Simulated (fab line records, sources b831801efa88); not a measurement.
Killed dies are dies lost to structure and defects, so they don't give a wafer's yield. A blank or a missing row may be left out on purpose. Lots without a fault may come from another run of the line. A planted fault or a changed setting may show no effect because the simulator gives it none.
Problem report in the 8D (eight disciplines) form, filled by code | flow sky130 | the parts of the form that need people (team, actions taken, sign-off) are left out

1. THE PROBLEM
exposure_dose_mJ_cm2 at SKY_LDD_LDN_EXPOSE_04 reads a mean of 131.73 on 12 wafers of 4 lots; wafers without a fault read 140.00 with a standard deviation of 0.13. That is -64 standard deviations from the usual mean.
The step: exposes mask LDNTM, target cd 700 nm.
First seen on wafer L620.1, day 26 23:07, on iline_stepper-01. The record holds 39 wafers of 13 lots with a number at this step. Rule for "out", or "out of limits": more than 4 standard deviations from the usual mean. The other wafers with a number count as sound.

2. WHAT IT IS AND WHAT IT IS NOT
question                    | is                     | is not
which readings at this step | exposure_dose_mJ_cm2   | -
which lots                  | L620, L622, L623, L628 | L610, L612, L613, L614, L617, L621, L624, L630, L633
which wafers of those lots  | all that have a number | -
read on which tools         | iline_stepper-01       | iline_stepper-02
when                        | from day 26 23:07      | up to then (18 sound wafers); but 9 sound wafers of L624, L630, L633 came after

3. SUSPECTS, AND WHAT RULES EACH OUT
Counting: a tool at a process step up to the reading stays a suspect if it ran every lot that is out and no sound lot after the first of them.
- iline_stepper-01 at SKY_LDD_LDN_EXPOSE_04 (exposes mask LDNTM, target cd 700 nm): kept. It ran every lot that is out, first L620 (day 26 23:07), and no sound lot after that; its last sound lot up to then is L621 (day 26 17:36). Its own readings are out on those wafers: exposure_dose_mJ_cm2.
Left after counting: iline_stepper-01 at SKY_LDD_LDN_EXPOSE_04.

4. THE CAUSE (what the simulator had put in)
Process parameter drift: iline_stepper-01, from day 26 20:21 on, at SKY_LDD_LDN_EXPOSE_04. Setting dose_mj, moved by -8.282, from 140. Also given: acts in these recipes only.
Counting left only this tool.

5. THE CHAIN OF EFFECTS, in route order
Each row: a reading whose mean over the struck wafers that have a number lies more than 3 standard deviations from the usual. Only readings for which the record gives a usual standard deviation are gone through. hours: the time from each lot's start at the first step in this table that gives one to its start at this step, as a median over the lots. sigmas: the change in usual standard deviations.
hours | step                  | reading              | usual  | on struck wafers | change | sigmas
0     | SKY_LDD_LDN_EXPOSE_04 | exposure_dose_mJ_cm2 | 140.00 | 131.73           | -8.27  | -64
The process steps in it:
- SKY_LDD_LDN_EXPOSE_04: exposes mask LDNTM, target cd 700 nm.
Later measuring or inspecting steps at which every struck wafer that the step has a row for has a number for every such reading, and none has moved that far: SKY_POLY_CUT_CD_MEAS_08, SKY_LI_CONTACT_THK_MEAS_01.

6. WHAT WOULD HAVE CAUGHT IT SOONER
In this record the first reading out of limits was taken at day 26 23:07, 3 hours after the fault began at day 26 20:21.
